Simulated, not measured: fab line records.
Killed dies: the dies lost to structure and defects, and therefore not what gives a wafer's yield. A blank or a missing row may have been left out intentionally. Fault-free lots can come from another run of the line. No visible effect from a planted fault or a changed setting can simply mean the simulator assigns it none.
fab line records    flow gf180mcu
record lots=14  wafers=42  last_day=34
route steps=602 shown CONTACT@288 M1@318
lots that met no fault: taken from a fault-free run of the same line
start_h: hours from the record's first day to the start of the lot's first wafer shown    wait_h: time in hours since the lot's previous step    " repeats the value in the row above    L1.1+2: one row covering several wafers at once    - value missing, or start not given    * or withheld: withheld    < > ~ a bound
route shown NAME@n: names a module that has steps shown in the file, with the first one's number in the route    usual: the fault-free wafers' mean and standard deviation    same: alike in all rows    chamber/n: place in a boat    sites: the reading at each site    _std_site: how widely they spread, as a standard deviation    _edge_site: mean of outer sites minus mean of inner sites    radius_mm: for every site, how far away it sits from the centre of the wafer    mask NAME#n: copy n    behind: tool/chamber where the wafer was last shaped    hold: reason for holding the lot/hours on hold/outcome of the hold    device: the n, p or np transistor that did not switch    end of line: the tests these same wafers got at the end of their route    where a step has no rows: the recipe by itself    killed: count of dies lost to structure and defects at first sort (not the wafer's yield)    map: per-die view of a wafer (x killed, . not killed, _ where there is no die)
set.NAME: setting as actually run; set.NAME@STEP: the setting as run at that earlier step    model.NAME: the simulator's own value behind a step, which no gauge read
steps of the route over a sample of lots; a table a step, a row a wafer
services: a tool's chamber out of use, with start hour (start_h, from the record's first day; less than 0 if before it), hours out, and reason
## steps
# step GF_CONTACT_THK_MEAS_01
# recipe reads=SiO2_of_CONTACT_CVD_00
# usual CONTACT_CVD_00_THK=300/3.4
lot.wafer  tool           chamber  start_h  wait_h  CONTACT_CVD_00_THK[nm]
L746.1     film_metro-03  -        343.20   0.0     295
L746.3     "              -        "        "       297
L746.5     "              -        "        "       297
L747.1     film_metro-02  -        351.73   0.0     301
L747.2     "              -        "        "       302
L747.4     "              -        "        "       300
L748.2     film_metro-02  -        356.42   0.0     301
L748.3     "              -        "        "       305
L748.5     "              -        "        "       304
L749.3     film_metro-02  -        364.87   0.0     301
L749.4     "              -        "        "       299
L749.6     "              -        "        "       298
L751.2     film_metro-02  -        379.87   0.0     305
L751.5     "              -        "        "       294
L751.6     "              -        "        "       300
L753.2     film_metro-03  -        401.30   0.0     299
L753.4     "              -        "        "       301
L753.5     "              -        "        "       300
L755.3     film_metro-02  -        414.92   0.0     295
L755.4     "              -        "        "       297
L755.5     "              -        "        "       295
L757.1     film_metro-04  -        440.24   0.0     299
L757.5     "              -        "        "       299
L757.6     "              -        "        "       304
L758.1     film_metro-03  -        447.54   0.0     295
L758.2     "              -        "        "       293
L758.3     "              -        "        "       299
L761.1     film_metro-02  -        473.36   0.0     300
L761.3     "              -        "        "       303
L761.6     "              -        "        "       297
L765.1     film_metro-03  -        503.33   0.0     305
L765.4     "              -        "        "       297
L765.5     "              -        "        "       300
L766.1     film_metro-04  -        517.41   0.0     294
L766.2     "              -        "        "       296
L766.4     "              -        "        "       301
L767.3     film_metro-04  -        524.71   0.0     296
L767.4     "              -        "        "       299
L767.5     "              -        "        "       301
L768.2     film_metro-04  -        537.25   0.0     299
L768.4     "              -        "        "       300
L768.6     "              -        "        "       303
# step GF_M1_SPUTTER_03
# recipe material=Ti  target_thk_nm=10  substrate_temp_c=300  chamber_pressure_pa=0.3  power_w=3000  time_s=6.7
# usual throttle_valve_pct=30.1/1.1
# same time_s=6.7
lot.wafer  tool            chamber  start_h  wait_h  throttle_valve_pct
L746.1     pvd_sputter-03  -        367.47   0.0     31.1
L746.3     "               -        "        "       28.9
L746.5     "               -        "        "       29.5
L747.1     pvd_sputter-01  -        375.77   0.0     28.1
L747.2     "               -        "        "       30.3
L747.4     "               -        "        "       30.1
L748.2     pvd_sputter-01  -        380.14   0.0     30.5
L748.3     "               -        "        "       27.9
L748.5     "               -        "        "       31.0
L749.3     pvd_sputter-01  -        389.09   0.0     30.6
L749.4     "               -        "        "       31.0
L749.6     "               -        "        "       31.1
L751.2     pvd_sputter-04  -        404.89   0.0     29.2
L751.5     "               -        "        "       29.4
L751.6     "               -        "        "       31.4
L753.2     pvd_sputter-04  -        426.57   0.0     30.3
L753.4     "               -        "        "       31.2
L753.5     "               -        "        "       31.3
L755.3     pvd_sputter-04  -        441.43   0.0     29.2
L755.4     "               -        "        "       29.2
L755.5     "               -        "        "       31.2
L757.1     pvd_sputter-01  -        466.53   0.0     30.7
L757.5     "               -        "        "       31.1
L757.6     "               -        "        "       30.2
L758.1     pvd_sputter-04  -        474.28   0.0     31.3
L758.2     "               -        "        "       29.1
L758.3     "               -        "        "       30.3
L761.1     pvd_sputter-03  -        499.32   0.0     31.1
L761.3     "               -        "        "       32.2
L761.6     "               -        "        "       30.7
L765.1     pvd_sputter-03  -        528.62   0.0     32.1
L765.4     "               -        "        "       31.1
L765.5     "               -        "        "       29.3
L766.1     pvd_sputter-01  -        542.06   0.0     30.4
L766.2     "               -        "        "       28.0
L766.4     "               -        "        "       30.9
L767.3     pvd_sputter-01  -        548.95   0.0     30.7
L767.4     "               -        "        "       30.2
L767.5     "               -        "        "       27.9
L768.2     pvd_sputter-01  -        561.46   0.0     30.1
L768.4     "               -        "        "       30.6
L768.6     "               -        "        "       31.0
# step GF_M1_SPUTTER_04
# recipe material=TiN  target_thk_nm=50  power_w=6500  time_s=41.7  chamber_pressure_pa=0.4
# usual throttle_valve_pct=30.1/1.1
# same time_s=41.7
lot.wafer  tool            chamber  start_h  wait_h  throttle_valve_pct
L746.1     pvd_sputter-03  -        367.49   0.0     31.2
L746.3     "               -        "        "       29.0
L746.5     "               -        "        "       29.0
L747.1     pvd_sputter-01  -        375.79   0.0     28.1
L747.2     "               -        "        "       30.7
L747.4     "               -        "        "       30.2
L748.2     pvd_sputter-01  -        380.16   0.0     30.3
L748.3     "               -        "        "       28.0
L748.5     "               -        "        "       30.9
L749.3     pvd_sputter-01  -        389.11   0.0     30.7
L749.4     "               -        "        "       30.8
L749.6     "               -        "        "       30.9
L751.2     pvd_sputter-04  -        404.91   0.0     29.6
L751.5     "               -        "        "       29.2
L751.6     "               -        "        "       31.3
L753.2     pvd_sputter-04  -        426.59   0.0     30.4
L753.4     "               -        "        "       31.2
L753.5     "               -        "        "       31.1
L755.3     pvd_sputter-04  -        441.45   0.0     29.2
L755.4     "               -        "        "       29.3
L755.5     "               -        "        "       31.1
L757.1     pvd_sputter-01  -        466.55   0.0     30.7
L757.5     "               -        "        "       30.6
L757.6     "               -        "        "       30.0
L758.1     pvd_sputter-04  -        474.30   0.0     31.3
L758.2     "               -        "        "       29.0
L758.3     "               -        "        "       30.0
L761.1     pvd_sputter-03  -        499.34   0.0     30.8
L761.3     "               -        "        "       32.2
L761.6     "               -        "        "       30.9
L765.1     pvd_sputter-03  -        528.64   0.0     32.3
L765.4     "               -        "        "       31.1
L765.5     "               -        "        "       29.0
L766.1     pvd_sputter-01  -        542.08   0.0     30.4
L766.2     "               -        "        "       28.0
L766.4     "               -        "        "       30.7
L767.3     pvd_sputter-01  -        548.97   0.0     30.5
L767.4     "               -        "        "       30.0
L767.5     "               -        "        "       28.1
L768.2     pvd_sputter-01  -        561.48   0.0     30.0
L768.4     "               -        "        "       30.5
L768.6     "               -        "        "       30.9
# step GF_M1_METAL_ETCH_16
# recipe chemistry=Cl2/BCl3  mask_material=KrF  target_depth_nm=627.5  stop_on=SiO2  pressure_mtorr=8  icp_w=800  bias_w=140  Cl2_flow_sccm=80  bcl3_flow_sccm=40  time_s=104.6
# usual bcl3_flow_sccm=40.02/0.12  bias_w=140.0/0.4  drypump_motor_current_A=5.7/0.42  oes_product_au=0.970/0.007  throttle_valve_pct=28.252/0.011  time_s=104.6/0
lot.wafer  tool          chamber  start_h  wait_h  bcl3_flow_sccm  bias_w  drypump_motor_current_A  oes_product_au  rf_hours_counter_h  throttle_valve_pct  time_s
L746.1     rie_metal-02  1        390.73   0.0     40.14           139.5   6.2                      0.964           4                   28.261              104.6
L746.3     "             0        "        "       39.87           140.3   5.5                      0.959           -                   28.275              104.6
L746.5     "             1        "        "       40.01           139.9   6.2                      0.975           -                   28.266              104.6
L747.1     rie_metal-03  1        398.95   0.0     40.08           140.2   5.1                      0.978           9                   28.231              104.6
L747.2     "             1        "        "       40.15           140.2   5.1                      0.971           -                   28.230              104.6
L747.4     "             1        "        "       40.20           139.5   5.1                      0.969           -                   28.241              104.6
L748.2     rie_metal-02  1        403.10   0.0     40.03           140.4   6.2                      0.971           5                   28.260              104.6
L748.3     "             1        "        "       39.99           140.3   6.2                      0.975           -                   28.243              104.6
L748.5     "             0        "        "       39.85           139.9   5.5                      0.980           -                   28.236              104.6
L749.3     rie_metal-02  1        412.17   0.1     39.81           140.5   6.2                      0.975           -                   28.246              104.6
L749.4     "             0        "        "       39.79           139.2   5.4                      0.975           -                   28.260              104.6
L749.6     "             1        "        "       39.97           140.0   6.2                      0.978           -                   28.247              104.6
L751.2     rie_metal-03  1        429.16   0.0     40.03           139.6   5.1                      0.973           9                   28.242              104.6
L751.5     "             0        "        "       39.90           140.6   5.5                      0.972           -                   28.272              104.6
L751.6     "             1        "        "       39.92           139.9   5.1                      0.973           -                   28.234              104.6
L753.2     rie_metal-03  0        452.31   0.0     39.91           140.6   5.5                      0.974           1                   28.261              104.6
L753.4     "             1        "        "       39.86           140.7   5.1                      0.970           -                   28.256              104.6
L753.5     "             0        "        "       39.65           140.3   5.5                      0.973           -                   28.240              104.6
L755.3     rie_metal-01  1        466.12   0.1     40.03           140.2   6.2                      0.968           -                   28.231              104.6
L755.4     "             0        "        "       40.09           140.0   6.3                      0.972           -                   28.248              104.6
L755.5     "             0        "        "       40.27           139.9   6.3                      0.978           -                   28.246              104.6
L757.1     rie_metal-01  1        490.81   0.0     -               -       -                        -               -                   -                   -
L757.5     "             1        "        "       -               -       -                        -               -                   -                   -
L757.6     "             0        "        "       -               -       -                        -               -                   -                   -
L758.1     rie_metal-03  0        498.80   0.0     -               -       -                        -               -                   -                   -
L758.2     "             1        "        "       -               -       -                        -               -                   -                   -
L758.3     "             1        "        "       -               -       -                        -               -                   -                   -
L761.1     rie_metal-02  0        523.35   0.0     40.03           139.9   5.5                      0.980           11                  28.253              104.6
L761.3     "             0        "        "       40.12           139.5   5.4                      0.959           -                   28.264              104.6
L761.6     "             0        "        "       40.17           140.3   5.4                      0.955           -                   28.272              104.6
L765.1     rie_metal-01  0        551.16   0.0     39.91           139.8   6.3                      0.974           10                  28.250              104.6
L765.4     "             0        "        "       39.93           140.7   6.3                      0.970           -                   28.251              104.6
L765.5     "             0        "        "       39.88           140.7   6.3                      0.974           -                   28.260              104.6
L766.1     rie_metal-02  0        564.06   0.0     39.97           140.0   5.4                      0.984           12                  28.256              104.6
L766.2     "             0        "        "       40.00           140.5   5.5                      0.973           -                   28.233              104.6
L766.4     "             0        "        "       40.20           140.3   5.4                      0.979           -                   28.248              104.6
L767.3     rie_metal-02  0        571.64   0.1     40.17           140.4   5.5                      0.971           -                   28.244              104.6
L767.4     "             0        "        "       40.08           140.5   5.5                      0.962           -                   28.264              104.6
L767.5     "             0        "        "       40.15           140.4   5.4                      0.971           -                   28.248              104.6
L768.2     rie_metal-02  0        583.70   0.0     39.80           139.9   5.4                      0.968           13                  28.268              104.6
L768.4     "             1        "        "       40.08           140.1   6.2                      0.972           -                   28.236              104.6
L768.6     "             1        "        "       40.06           139.3   6.2                      0.979           -                   28.243              104.6
# step GF_M1_STRIP_17
# recipe chemistry=O2/N2  power_w=1400  pressure_mtorr=1500  platen_temp_c=250  o2_flow_sccm=3000  n2_flow_sccm=300  overash_fraction=0.5
# usual drypump_motor_current_A=5.7/0.37  heater_power_w=334/14  oes_product_au=0.557/0.0049  strip_time_to_endpoint_s=7.86/0.04
lot.wafer  tool             chamber  start_h  wait_h  drypump_motor_current_A  heater_power_w  oes_product_au  rf_hours_counter_h  strip_time_to_endpoint_s
L746.1     plasma_asher-02  1        390.84   0.1     5.0                      360             0.563           52                  7.90
L746.3     "                1        "        "       5.0                      365             0.564           -                   7.89
L746.5     "                1        "        "       5.0                      370             0.550           -                   7.87
L747.1     plasma_asher-01  1        399.17   0.2     5.9                      336             0.555           80                  7.91
L747.2     "                0        "        "       5.8                      335             0.560           80                  7.85
L747.4     "                1        "        "       5.8                      325             0.565           -                   7.86
L748.2     plasma_asher-01  0        403.21   0.1     5.8                      340             0.561           81                  7.82
L748.3     "                0        "        "       5.8                      335             0.558           -                   7.80
L748.5     "                1        "        "       5.8                      332             0.552           -                   7.87
L749.3     plasma_asher-01  1        412.28   0.1     5.9                      337             0.548           -                   7.81
L749.4     "                0        "        "       5.8                      331             0.564           -                   7.89
L749.6     "                0        "        "       5.8                      338             0.557           -                   7.87
L751.2     plasma_asher-01  1        429.28   0.1     5.8                      330             0.560           83                  7.92
L751.5     "                0        "        "       5.8                      346             0.560           -                   7.91
L751.6     "                1        "        "       5.8                      329             0.560           -                   7.86
L753.2     plasma_asher-04  0        452.42   0.1     6.3                      313             0.557           35                  7.87
L753.4     "                1        "        "       5.3                      335             0.563           -                   7.84
L753.5     "                0        "        "       6.3                      312             0.556           -                   7.90
L755.3     plasma_asher-01  1        466.23   0.1     5.8                      336             0.559           -                   7.82
L755.4     "                0        "        "       5.8                      332             0.556           -                   7.83
L755.5     "                1        "        "       5.8                      328             0.554           -                   7.85
L757.1     plasma_asher-01  1        490.92   0.1     5.8                      329             0.655           90                  10.17
L757.5     "                1        "        "       5.9                      329             0.657           -                   10.21
L757.6     "                0        "        "       5.8                      334             0.659           -                   10.17
L758.1     plasma_asher-04  0        498.91   0.1     6.2                      322             0.670           40                  10.22
L758.2     "                1        "        "       5.3                      356             0.656           40                  10.26
L758.3     "                0        "        "       6.3                      325             0.663           -                   10.22
L761.1     plasma_asher-04  1        523.46   0.1     5.4                      345             0.556           44                  7.83
L761.3     "                0        "        "       6.3                      318             0.556           -                   7.88
L761.6     "                1        "        "       5.4                      338             0.553           -                   7.90
L765.1     plasma_asher-02  0        551.27   0.1     5.3                      322             0.557           70                  7.82
L765.4     "                1        "        "       5.0                      358             0.548           -                   7.84
L765.5     "                0        "        "       5.3                      327             0.558           -                   7.78
L766.1     plasma_asher-01  1        564.29   0.2     5.9                      336             0.557           98                  7.85
L766.2     "                0        "        "       5.8                      345             0.568           98                  7.85
L766.4     "                1        "        "       5.9                      334             0.552           -                   7.84
L767.3     plasma_asher-04  0        571.82   0.1     6.3                      312             0.555           -                   7.84
L767.4     "                1        "        "       5.4                      342             0.546           -                   7.82
L767.5     "                0        "        "       6.3                      317             0.556           -                   7.89
L768.2     plasma_asher-01  0        583.81   0.1     5.8                      337             0.567           100                 7.91
L768.4     "                1        "        "       5.8                      327             0.556           -                   7.92
L768.6     "                1        "        "       5.8                      337             0.556           -                   7.87
## services
tool             chamber  start_h  hours  kind
rie_metal-03     0        388.31   -      clean
rie_metal-03     0        388.31   12.7   scheduled_down
rie_metal-03     0        388.31   12.7   vent_cycle
rie_metal-01     0        390.57   2.9    repair
plasma_asher-01  -        392.26   3.7    repair
rie_metal-03     -        406.27   1.4    pm
plasma_asher-04  -        435.42   1.0    repair
rie_metal-03     1        445.91   3.6    repair
rie_metal-01     -        459.65   1.7    repair
plasma_asher-04  -        465.86   2.4    repair
pvd_sputter-03   0        476.20   -      consumable_replace:kit
pvd_sputter-03   0        476.20   18.0   scheduled_down
pvd_sputter-03   0        476.20   18.0   vent_cycle
rie_metal-03     1        510.36   -      clean
rie_metal-03     1        510.36   17.5   scheduled_down
plasma_asher-01  -        521.72   7.1    repair
pvd_sputter-04   2        523.46   -      consumable_replace:kit
pvd_sputter-04   2        523.46   18.0   scheduled_down
pvd_sputter-04   2        523.46   18.0   vent_cycle
rie_metal-03     1        539.26   11.2   repair
pvd_sputter-03   -        539.28   3.2    repair
pvd_sputter-04   -        546.96   13.0   repair
pvd_sputter-04   -        551.38   47.9   repair
rie_metal-02     1        561.80   12.1   repair
## key
first_sign step=GF_M1_METAL_ETCH_16  reading=tool_record  direction=missing
effect step=GF_M1_STRIP_17  reading=strip_time_to_endpoint_s  direction=up  sigmas=59  usual=*  struck=*
met_at GF_M1_METAL_ETCH_16
struck_lots L757,L758
later_rows_left_out L757.1,L757.5,L757.6,L758.1,L758.2,L758.3
sort_left_out L757.1,L757.5,L757.6,L758.1,L758.2,L758.3
not_acting_at GF_CONTACT_THK_MEAS_01,GF_M1_SPUTTER_03,GF_M1_SPUTTER_04
onset_between 466.12 490.81
fault kind=skipped_step_whole  tool=rie_metal-01,rie_metal-03  chamber=-  onset_h=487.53  steps=GF_M1_METAL_ETCH_16  scope=struck_lots_only
# sort_left_out: the simulated sort isn't trusted on such a fault, so these wafers' sort isn't shown, and their yield isn't known
# later_rows_left_out: the simulator's readings of these wafers behind a module that went badly wrong aren't trusted and aren't shown, but for the sort
